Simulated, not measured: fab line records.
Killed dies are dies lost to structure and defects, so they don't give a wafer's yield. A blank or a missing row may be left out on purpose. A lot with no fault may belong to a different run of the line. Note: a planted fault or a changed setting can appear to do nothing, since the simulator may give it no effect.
What tool caused it? | flow sky130 | Sampling: 24 lots, 72 wafers, 4 of 708 route steps

== WHAT THE GAUGES READ, wafer by wafer ==
SKY_VIA1_OVL_MEAS_13. Usual: VIA1_OVL 5 nm, standard deviation 5.5.
lot  | measured     | on         | VIA1_OVL (nm) | flag
L074 | day 33 06:20 | overlay-01 | 10 15 19      | 
L075 | day 34 03:09 | overlay-02 | 5 7 6         | 
L076 | day 34 05:03 | overlay-02 | 3 5 2         | 
L077 | day 34 14:44 | overlay-02 | -2 -5 -5      | 
L078 | day 35 22:00 | overlay-02 | 1 3 -1        | 
L079 | day 36 04:24 | overlay-02 | 5 1 0         | 
L080 | day 36 06:20 | overlay-02 | 7 12 8        | 
L081 | day 36 07:27 | overlay-02 | 4 8 13        | 
L082 | day 36 11:32 | overlay-01 | 5 8 6         | 
L083 | day 36 19:16 | overlay-02 | 8 9 9         | 
L085 | day 37 04:59 | overlay-01 | 0 4 6         | 
L084 | day 37 08:10 | overlay-01 | -4 -1 0       | 
L086 | day 37 12:18 | overlay-02 | 12 7 2        | 
L087 | day 37 21:19 | overlay-01 | -7 1 -3       | 
L088 | day 38 04:09 | overlay-02 | 12 7 9        | 
L090 | day 39 09:16 | overlay-01 | -9 -2 -6      | 
L091 | day 39 13:47 | overlay-02 | 3 1 6         | 
L089 | day 39 16:19 | overlay-02 | 8 3 3         | 
L092 | day 39 17:42 | overlay-02 | 4 6 0         | 
L093 | day 39 20:11 | overlay-02 | 10 1 4        | 
L094 | day 40 14:23 | overlay-02 | -6 -2 3       | 
L095 | day 40 23:21 | overlay-02 | 13 15 16      | 
L097 | day 41 00:13 | overlay-02 | 9 4 8         | 
L096 | day 41 04:27 | overlay-02 | 7 -3 4        | 

SKY_METAL2_THK_MEAS_06: measures by xrf. Usual: METAL2_ALCU_THK 254 nm, standard deviation 3.8.
lot  | measured     | on           | METAL2_ALCU_THK (nm) | flag
L074 | day 33 07:57 | filmMetro-03 | 257 259 257          | 
L075 | day 34 04:46 | filmMetro-01 | 255 255 255          | 
L076 | day 34 06:40 | filmMetro-01 | 251 252 254          | 
L077 | day 34 16:26 | filmMetro-01 | 255 255 256          | 
L078 | day 35 23:37 | filmMetro-02 | 253 255 256          | 
L079 | day 36 06:01 | filmMetro-02 | 246 246 246          | 
L080 | day 36 07:58 | filmMetro-02 | 253 250 252          | 
L081 | day 36 09:06 | filmMetro-03 | 258 255 257          | 
L082 | day 36 13:09 | filmMetro-03 | 255 257 256          | 
L083 | day 36 20:55 | filmMetro-01 | 250 253 251          | 
L085 | day 37 06:41 | filmMetro-01 | 253 250 252          | 
L084 | day 37 10:52 | filmMetro-01 | 259 255 261          | 
L086 | day 37 13:58 | filmMetro-03 | 258 254 258          | 
L087 | day 37 22:58 | filmMetro-02 | 250 248 247          | 
L088 | day 38 05:46 | filmMetro-02 | 252 252 253          | 
L090 | day 39 10:52 | filmMetro-03 | 262 258 255          | 
L091 | day 39 15:23 | filmMetro-02 | 251 256 253          | 
L089 | day 39 19:56 | filmMetro-02 | 248 249 249          | 
L092 | day 39 20:08 | filmMetro-03 | 261 261 263          | 
L093 | day 39 21:49 | filmMetro-01 | 254 252 255          | 
L094 | day 40 17:42 | filmMetro-02 | 252 254 251          | 
L095 | day 41 00:58 | filmMetro-01 | 249 252 252          | 
L097 | day 41 01:54 | filmMetro-02 | 253 253 252          | 
L096 | day 41 06:32 | filmMetro-01 | 252 254 250          | 

== EACH LOT AND THE TOOL THAT RAN IT (in order: tool; ch and the chambers of the sampled wafers; start) ==
lot  | SKY_CONTACT_CVD_24           | SKY_VIA1_CVD_21
L074 | cvdW-01 ch 0, day 30 22:10   | cvdW-02 ch 0,1, day 33 07:07
L075 | cvdW-01 ch 0, day 31 19:36   | cvdW-01 ch 0,1, day 34 03:55
L076 | cvdW-01 ch 0,1, day 31 21:30 | cvdW-01 ch 0,1, day 34 05:49
L077 | cvdW-02 ch 0,1, day 32 07:43 | cvdW-02 ch 1, day 34 15:32
L078 | cvdW-02 ch 0,1, day 33 15:28 | cvdW-01 ch 0,1, day 35 22:47
L079 | cvdW-01 ch 1, day 33 22:19   | cvdW-02 ch 0,1, day 36 05:11
L080 | cvdW-02 ch 0,1, day 33 23:17 | cvdW-02 ch 0,1, day 36 07:08
L081 | cvdW-01 ch 0,1, day 34 00:14 | cvdW-01 ch 1, day 36 08:16
L082 | cvdW-02 ch 0,1, day 34 04:32 | cvdW-01 ch 0,1, day 36 12:19
L083 | cvdW-01 ch 0,1, day 34 13:41 | cvdW-02 ch 0,1, day 36 20:05
L085 | cvdW-02 ch 0,1, day 34 23:38 | cvdW-01 ch 0,1, day 37 05:52
L084 | cvdW-01 ch 0,1, day 35 02:15 | cvdW-01 ch 0,1, day 37 09:58
L086 | cvdW-02 ch 0,1, day 35 07:29 | cvdW-01 ch 0, day 37 13:07
L087 | cvdW-01 ch 0,1, day 35 15:58 | cvdW-01 ch 0,1, day 37 22:07
L088 | cvdW-02 ch 1, day 35 21:38   | cvdW-02 ch 0,1, day 38 04:55
L090 | cvdW-01 ch 0, day 37 05:26   | cvdW-02 ch 0,1, day 39 10:02
L091 | cvdW-01 ch 0,1, day 37 09:15 | cvdW-02 ch 0,1, day 39 14:34
L089 | cvdW-01 ch 0, day 37 12:46   | cvdW-02 ch 0,1, day 39 19:06
L092 | cvdW-01 ch 0,1, day 37 13:00 | cvdW-02 ch 0,1, day 39 19:11
L093 | cvdW-02 ch 0,1, day 37 15:59 | cvdW-01 ch 0,1, day 39 20:59
L094 | cvdW-01 ch 0,1, day 38 10:05 | cvdW-02 ch 0,1, day 40 15:20
L095 | cvdW-01 ch 0,1, day 38 21:14 | cvdW-02 ch 0,1, day 41 00:07
L097 | cvdW-01 ch 0,1, day 38 21:20 | cvdW-01 ch 0,1, day 41 01:04
L096 | cvdW-01 ch 0,1, day 39 02:01 | cvdW-02 ch 0,1, day 41 05:43
- SKY_CONTACT_CVD_24: deposits W, target thk 340 nm, time 102.12 s.
- SKY_VIA1_CVD_21: deposits W, target thk 270 nm, time 80.902 s.

== AS READ BY THE TOOLS THEMSELVES (means over the sampled wafers that have a number; for cases with no such wafer, the mark the record gives instead) ==
SKY_CONTACT_CVD_24. Usual: chamberPressureTorr 40.02 Torr, standard deviation 0.083; heaterPowerOuterW 539 W, standard deviation 47; heaterPowerW 848 W, standard deviation 100.
lot  | tool    | chamberPressureTorr (Torr) | heaterPowerOuterW (W) | heaterPowerW (W) | flag
L074 | cvdW-01 | 39.95                      | 502                   | 733              | 
L075 | cvdW-01 | 40.02                      | 496                   | 724              | 
L076 | cvdW-01 | 40.02                      | 499                   | 798              | 
L077 | cvdW-02 | 40.03                      | 600                   | 977              | 
L078 | cvdW-02 | 40.08                      | 596                   | 967              | 
L079 | cvdW-01 | 40.11                      | 510                   | 833              | 
L080 | cvdW-02 | 39.96                      | 611                   | 984              | 
L081 | cvdW-01 | 40.03                      | 503                   | 768              | 
L082 | cvdW-02 | 39.94                      | 598                   | 957              | 
L083 | cvdW-01 | 39.96                      | 511                   | 762              | 
L085 | cvdW-02 | 40.01                      | 596                   | 1001             | 
L084 | cvdW-01 | 40.13                      | 504                   | 764              | 
L086 | cvdW-02 | 40.08                      | 597                   | 955              | 
L087 | cvdW-01 | 40.09                      | 510                   | 764              | 
L088 | cvdW-02 | 39.92                      | 624                   | 1003             | 
L090 | cvdW-01 | 40.02                      | 502                   | 735              | 
L091 | cvdW-01 | 40.07                      | 515                   | 775              | 
L089 | cvdW-01 | 40.05                      | 501                   | 746              | 
L092 | cvdW-01 | 39.99                      | 510                   | 814              | 
L093 | cvdW-02 | 40.03                      | 605                   | 965              | 
L094 | cvdW-01 | 40.07                      | 517                   | 812              | 
L095 | cvdW-01 | 39.94                      | 515                   | 819              | 
L097 | cvdW-01 | 40.10                      | 519                   | 824              | 
L096 | cvdW-01 | 40.02                      | 512                   | 803              | 

SKY_VIA1_CVD_21. Usual: chamberPressureTorr 40.00 Torr, standard deviation 0.093; heaterPowerOuterW 553 W, standard deviation 43; heaterPowerW 877 W, standard deviation 90.
lot  | tool    | chamberPressureTorr (Torr) | heaterPowerOuterW (W) | heaterPowerW (W) | flag
L074 | cvdW-02 | 40.01                      | 597                   | 952              | 
L075 | cvdW-01 | 40.03                      | 508                   | 765              | 
L076 | cvdW-01 | 40.06                      | 509                   | 798              | 
L077 | cvdW-02 | 40.04                      | 617                   | 1006             | 
L078 | cvdW-01 | 39.99                      | 502                   | 788              | 
L079 | cvdW-02 | 40.04                      | 593                   | 957              | 
L080 | cvdW-02 | 39.96                      | 605                   | 979              | 
L081 | cvdW-01 | 39.93                      | 517                   | 830              | 
L082 | cvdW-01 | 40.00                      | 510                   | 776              | 
L083 | cvdW-02 | 39.94                      | 605                   | 984              | 
L085 | cvdW-01 | 39.90                      | 512                   | 772              | 
L084 | cvdW-01 | 39.96                      | 507                   | 780              | 
L086 | cvdW-01 | 39.95                      | 499                   | 756              | 
L087 | cvdW-01 | 40.08                      | 509                   | 807              | 
L088 | cvdW-02 | 39.83                      | 605                   | 965              | 
L090 | cvdW-02 | 39.98                      | 572                   | 934              | 
L091 | cvdW-02 | 40.03                      | 576                   | 918              | 
L089 | cvdW-02 | 39.85                      | 570                   | 915              | 
L092 | cvdW-02 | 40.03                      | 574                   | 932              | 
L093 | cvdW-01 | 40.11                      | 517                   | 780              | 
L094 | cvdW-02 | 40.05                      | 583                   | 938              | 
L095 | cvdW-02 | 40.10                      | 571                   | 928              | 
L097 | cvdW-01 | 39.95                      | 513                   | 812              | 
L096 | cvdW-02 | 39.99                      | 568                   | 917              | 

== THE ANSWER, worked out from the rows above alone ==
Rule: take the mean of a lot's wafers that have a number; if it is more than 3 standard deviations from the usual mean, the lot is off. Also off: a lot with no number at a reading for which 4 or more lots have one. All remaining lots with rows at the step are treated as sound. After the gauges, taken in route order, come the tools' own readings; for these a lot's mean is taken, as printed above. The first step at which some lot is off is used, and at that step the reading that is off furthest; a lot without a number counts as furthest.
None of the lots is off at any reading shown; this tells nothing.

== WHAT WAS PUT IN BY THE SIMULATOR ==
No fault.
